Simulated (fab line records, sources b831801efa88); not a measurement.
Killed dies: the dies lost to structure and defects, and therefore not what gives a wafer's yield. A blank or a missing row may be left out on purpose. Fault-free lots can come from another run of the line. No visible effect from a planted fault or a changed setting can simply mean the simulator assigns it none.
The tool behind it: which one? || flow gf180mcu || 12 lots, 36 wafers sampled, at 5 steps of a route of 602

== WHAT EACH GAUGE READ, for each wafer ==
GF_V3_THK_MEAS_01. Usual: for V3_CVD_00_THK the level is 601 nm and the standard deviation is 6.9.
{"lot": "L974", "measured": "day 21 07:16", "on": "filmMetro-03", "V3_CVD_00_THK (nm)": "607 602 604", "flag": ""}
{"lot": "L975", "measured": "day 21 13:15", "on": "filmMetro-02", "V3_CVD_00_THK (nm)": "599 597 597", "flag": ""}
{"lot": "L976", "measured": "day 22 03:48", "on": "filmMetro-02", "V3_CVD_00_THK (nm)": "583 583 595", "flag": ""}
{"lot": "L978", "measured": "day 23 02:14", "on": "filmMetro-03", "V3_CVD_00_THK (nm)": "594 603 593", "flag": ""}
{"lot": "L980", "measured": "day 23 15:32", "on": "filmMetro-04", "V3_CVD_00_THK (nm)": "609 609 604", "flag": ""}
{"lot": "L982", "measured": "day 24 10:30", "on": "filmMetro-02", "V3_CVD_00_THK (nm)": "602 592 596", "flag": ""}
{"lot": "L983", "measured": "day 24 18:59", "on": "filmMetro-03", "V3_CVD_00_THK (nm)": "608 616 603", "flag": ""}
{"lot": "L985", "measured": "day 25 16:20", "on": "filmMetro-02", "V3_CVD_00_THK (nm)": "593 593 602", "flag": ""}
{"lot": "L986", "measured": "day 26 00:56", "on": "filmMetro-02", "V3_CVD_00_THK (nm)": "617 614 610", "flag": ""}
{"lot": "L994", "measured": "day 28 05:19", "on": "filmMetro-02", "V3_CVD_00_THK (nm)": "905 596 901 905 596 901", "flag": "OFF"}
{"lot": "L996", "measured": "day 28 16:09", "on": "filmMetro-02", "V3_CVD_00_THK (nm)": "593 593 603", "flag": ""}
{"lot": "L997", "measured": "day 28 19:53", "on": "filmMetro-03", "V3_CVD_00_THK (nm)": "587 599 598", "flag": ""}

GF_MIM_RS_MEAS_10: a four-point-probe measurement. Usual: for MIM_ALCU_RS the level is 0.1593 ohm/sq and the standard deviation is 0.002.
{"lot": "L974", "measured": "day 24 08:11", "on": "filmMetro-02", "MIM_ALCU_RS (ohm/sq)": "0.1593 0.1614 0.1599", "flag": ""}
{"lot": "L975", "measured": "day 24 15:41", "on": "filmMetro-02", "MIM_ALCU_RS (ohm/sq)": "0.1631 0.1583 0.1639", "flag": ""}
{"lot": "L976", "measured": "day 25 04:31", "on": "filmMetro-02", "MIM_ALCU_RS (ohm/sq)": "0.1606 0.1586 0.1572", "flag": ""}
{"lot": "L978", "measured": "day 26 02:35", "on": "filmMetro-02", "MIM_ALCU_RS (ohm/sq)": "0.1606 0.1579 0.1583", "flag": ""}
{"lot": "L980", "measured": "day 26 13:38", "on": "filmMetro-01", "MIM_ALCU_RS (ohm/sq)": "0.1587 0.1611 0.1603", "flag": ""}
{"lot": "L982", "measured": "day 27 07:52", "on": "filmMetro-02", "MIM_ALCU_RS (ohm/sq)": "0.1589 0.1546 0.1554", "flag": ""}
{"lot": "L983", "measured": "day 27 16:10", "on": "filmMetro-03", "MIM_ALCU_RS (ohm/sq)": "0.1600 0.1577 0.1599", "flag": ""}
{"lot": "L985", "measured": "day 28 11:17", "on": "filmMetro-02", "MIM_ALCU_RS (ohm/sq)": "0.1590 0.1610 0.1597", "flag": ""}
{"lot": "L986", "measured": "day 28 18:44", "on": "filmMetro-01", "MIM_ALCU_RS (ohm/sq)": "0.1596 0.1578 0.1575", "flag": ""}
{"lot": "L994", "measured": "day 30 19:20", "on": "filmMetro-02", "MIM_ALCU_RS (ohm/sq)": "0.1607 0.1551 0.1554", "flag": ""}
{"lot": "L996", "measured": "day 31 05:08", "on": "filmMetro-03", "MIM_ALCU_RS (ohm/sq)": "0.1566 0.1627 0.1587", "flag": ""}
{"lot": "L997", "measured": "day 31 08:07", "on": "filmMetro-01", "MIM_ALCU_RS (ohm/sq)": "0.1574 0.1618 0.1573", "flag": ""}

== EACH LOT AND THE TOOL THAT RAN IT (in order: tool; ch and the chambers of the sampled wafers; start) ==
{"lot": "L974", "GF_V3_CVD_00": "hdpcvd-02 ch 0,1,2, day 21 07:12", "GF_V4_CVD_23": "cvdW-01 ch 0,1, day 24 07:10", "GF_MIM_SPUTTER_01": "pvdSputter-02, day 24 07:49"}
{"lot": "L975", "GF_V3_CVD_00": "hdpcvd-01 ch 0,2, day 21 13:10", "GF_V4_CVD_23": "cvdW-01 ch 0,1, day 24 14:40", "GF_MIM_SPUTTER_01": "pvdSputter-04, day 24 15:19"}
{"lot": "L976", "GF_V3_CVD_00": "hdpcvd-01 ch 0,2, day 22 03:43", "GF_V4_CVD_23": "cvdW-02 ch 0,1, day 25 03:31", "GF_MIM_SPUTTER_01": "pvdSputter-04, day 25 04:13"}
{"lot": "L978", "GF_V3_CVD_00": "hdpcvd-01 ch 0,1, day 23 02:10", "GF_V4_CVD_23": "cvdW-02 ch 0, day 26 01:34", "GF_MIM_SPUTTER_01": "pvdSputter-02, day 26 02:16"}
{"lot": "L980", "GF_V3_CVD_00": "hdpcvd-02 ch 1,2, day 23 15:27", "GF_V4_CVD_23": "cvdW-01 ch 1, day 26 12:37", "GF_MIM_SPUTTER_01": "pvdSputter-01, day 26 13:19"}
{"lot": "L982", "GF_V3_CVD_00": "hdpcvd-02 ch 0,1,2, day 24 10:25", "GF_V4_CVD_23": "cvdW-01 ch 0,1, day 27 06:51", "GF_MIM_SPUTTER_01": "pvdSputter-01, day 27 07:32"}
{"lot": "L983", "GF_V3_CVD_00": "hdpcvd-01 ch 1,2, day 24 18:55", "GF_V4_CVD_23": "cvdW-01 ch 0,1, day 27 15:10", "GF_MIM_SPUTTER_01": "pvdSputter-01, day 27 15:52"}
{"lot": "L985", "GF_V3_CVD_00": "hdpcvd-01 ch 1,2, day 25 16:16", "GF_V4_CVD_23": "cvdW-01 ch 0,1, day 28 10:16", "GF_MIM_SPUTTER_01": "pvdSputter-02, day 28 10:58"}
{"lot": "L986", "GF_V3_CVD_00": "hdpcvd-02 ch 0,1, day 26 00:49", "GF_V4_CVD_23": "cvdW-02 ch 0,1, day 28 17:43", "GF_MIM_SPUTTER_01": "pvdSputter-04, day 28 18:25"}
{"lot": "L994", "GF_V3_CVD_00": "hdpcvd-02 ch 0,1, day 28 05:14", "GF_V4_CVD_23": "cvdW-01 ch 0,1, day 30 18:19", "GF_MIM_SPUTTER_01": "pvdSputter-04, day 30 19:00"}
{"lot": "L996", "GF_V3_CVD_00": "hdpcvd-01 ch 0,1,2, day 28 16:05", "GF_V4_CVD_23": "cvdW-02 ch 0,1, day 31 04:07", "GF_MIM_SPUTTER_01": "pvdSputter-01, day 31 04:46"}
{"lot": "L997", "GF_V3_CVD_00": "hdpcvd-01 ch 0,1, day 28 19:48", "GF_V4_CVD_23": "cvdW-02 ch 0, day 31 07:05", "GF_MIM_SPUTTER_01": "pvdSputter-01, day 31 07:46"}
- GF_V3_CVD_00: deposits SiO2, target thk 600 nm, time 100 s.
- GF_V4_CVD_23: deposits W, target thk 350 nm, time 104.9 s.
- GF_MIM_SPUTTER_01: material TiN, target thk 30 nm, time 25 s.

== WHAT THE TOOLS THEMSELVES READ (means of the sampled wafers that have a number; where no wafer has one, the mark that the record gives instead) ==
GF_V3_CVD_00. Usual: 59.98 sccm for sih4FlowSccm, sd 0.18.
{"lot": "L974", "tool": "hdpcvd-02", "sih4FlowSccm (sccm)": 59.83, "flag": ""}
{"lot": "L975", "tool": "hdpcvd-01", "sih4FlowSccm (sccm)": 59.86, "flag": ""}
{"lot": "L976", "tool": "hdpcvd-01", "sih4FlowSccm (sccm)": 60.07, "flag": ""}
{"lot": "L978", "tool": "hdpcvd-01", "sih4FlowSccm (sccm)": 59.97, "flag": ""}
{"lot": "L980", "tool": "hdpcvd-02", "sih4FlowSccm (sccm)": 60.13, "flag": ""}
{"lot": "L982", "tool": "hdpcvd-02", "sih4FlowSccm (sccm)": 59.91, "flag": ""}
{"lot": "L983", "tool": "hdpcvd-01", "sih4FlowSccm (sccm)": 60.07, "flag": ""}
{"lot": "L985", "tool": "hdpcvd-01", "sih4FlowSccm (sccm)": 60.01, "flag": ""}
{"lot": "L986", "tool": "hdpcvd-02", "sih4FlowSccm (sccm)": 60.04, "flag": ""}
{"lot": "L994", "tool": "hdpcvd-02", "sih4FlowSccm (sccm)": 80.05, "flag": "OFF"}
{"lot": "L996", "tool": "hdpcvd-01", "sih4FlowSccm (sccm)": 60.01, "flag": ""}
{"lot": "L997", "tool": "hdpcvd-01", "sih4FlowSccm (sccm)": 60.07, "flag": ""}

GF_V4_CVD_23. Usual: heaterPowerOuterW 571 W, standard deviation 50; heaterPowerW 929 W, standard deviation 68.
{"lot": "L974", "tool": "cvdW-01", "heaterPowerOuterW (W)": 593, "heaterPowerW (W)": 956, "flag": ""}
{"lot": "L975", "tool": "cvdW-01", "heaterPowerOuterW (W)": 592, "heaterPowerW (W)": 965, "flag": ""}
{"lot": "L976", "tool": "cvdW-02", "heaterPowerOuterW (W)": 560, "heaterPowerW (W)": 915, "flag": ""}
{"lot": "L978", "tool": "cvdW-02", "heaterPowerOuterW (W)": 537, "heaterPowerW (W)": 900, "flag": ""}
{"lot": "L980", "tool": "cvdW-01", "heaterPowerOuterW (W)": 505, "heaterPowerW (W)": 847, "flag": ""}
{"lot": "L982", "tool": "cvdW-01", "heaterPowerOuterW (W)": 591, "heaterPowerW (W)": 978, "flag": ""}
{"lot": "L983", "tool": "cvdW-01", "heaterPowerOuterW (W)": 554, "heaterPowerW (W)": 915, "flag": ""}
{"lot": "L985", "tool": "cvdW-01", "heaterPowerOuterW (W)": 555, "heaterPowerW (W)": 911, "flag": ""}
{"lot": "L986", "tool": "cvdW-02", "heaterPowerOuterW (W)": 577, "heaterPowerW (W)": 925, "flag": ""}
{"lot": "L994", "tool": "cvdW-01", "heaterPowerOuterW (W)": 599, "heaterPowerW (W)": 967, "flag": ""}
{"lot": "L996", "tool": "cvdW-02", "heaterPowerOuterW (W)": 548, "heaterPowerW (W)": 916, "flag": ""}
{"lot": "L997", "tool": "cvdW-02", "heaterPowerOuterW (W)": 538, "heaterPowerW (W)": 896, "flag": ""}

GF_MIM_SPUTTER_01. Usual: 29.8 % for throttleValvePct, sd 1.1.
{"lot": "L974", "tool": "pvdSputter-02", "throttleValvePct (%)": 29.3, "flag": ""}
{"lot": "L975", "tool": "pvdSputter-04", "throttleValvePct (%)": 31.0, "flag": ""}
{"lot": "L976", "tool": "pvdSputter-04", "throttleValvePct (%)": 31.1, "flag": ""}
{"lot": "L978", "tool": "pvdSputter-02", "throttleValvePct (%)": 30.1, "flag": ""}
{"lot": "L980", "tool": "pvdSputter-01", "throttleValvePct (%)": 28.7, "flag": ""}
{"lot": "L982", "tool": "pvdSputter-01", "throttleValvePct (%)": 29.3, "flag": ""}
{"lot": "L983", "tool": "pvdSputter-01", "throttleValvePct (%)": 29.6, "flag": ""}
{"lot": "L985", "tool": "pvdSputter-02", "throttleValvePct (%)": 29.2, "flag": ""}
{"lot": "L986", "tool": "pvdSputter-04", "throttleValvePct (%)": 30.5, "flag": ""}
{"lot": "L994", "tool": "pvdSputter-04", "throttleValvePct (%)": 30.8, "flag": ""}
{"lot": "L996", "tool": "pvdSputter-01", "throttleValvePct (%)": 28.7, "flag": ""}
{"lot": "L997", "tool": "pvdSputter-01", "throttleValvePct (%)": 28.8, "flag": ""}

== THE ANSWER, worked out from the rows above alone ==
Rule: a lot is off if the mean of its wafers that have a number lies more than 3 standard deviations from the usual mean. Also off: a lot with no number at a reading for which 4 or more lots have one. Where the step has rows for the other lots, those lots are counted as sound. Order of review: gauges by route order, followed by the tools' own readings, for which a lot's mean as printed above is used. At the first step where some lot is off, the reading lying furthest off is the one used; lots without a number count as furthest.
Off: L994, at GF_V3_THK_MEAS_01 (V3_CVD_00_THK).
If a tool, at a process step before that reading, ran all the lots that are off and no sound lot after the first of them, it fits. Not tried: the gauges at GF_V3_THK_MEAS_01; whatever is off there is also off at GF_V3_CVD_00, on other tools, and gauge error can't account for it. One fits: hdpcvd-02 at GF_V3_CVD_00. Its last sound lot is L986 (day 26 00:49), its first lot that is off L994 (day 28 05:14): a fault that began between those two fits.
On the lots that are off, the tool's own readings at GF_V3_CVD_00 differ by more than 5 times the standard deviation of the sound lots' means, which bears it out; sih4FlowSccm reads 80.05 sccm there versus 60.00 sccm on the sound lots.

== WHAT HAD BEEN PUT IN BY THE SIMULATOR ==
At GF_V3_CVD_00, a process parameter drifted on hdpcvd-02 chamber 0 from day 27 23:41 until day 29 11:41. The setting sih4FlowSccm was moved by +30, starting from 60. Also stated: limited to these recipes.
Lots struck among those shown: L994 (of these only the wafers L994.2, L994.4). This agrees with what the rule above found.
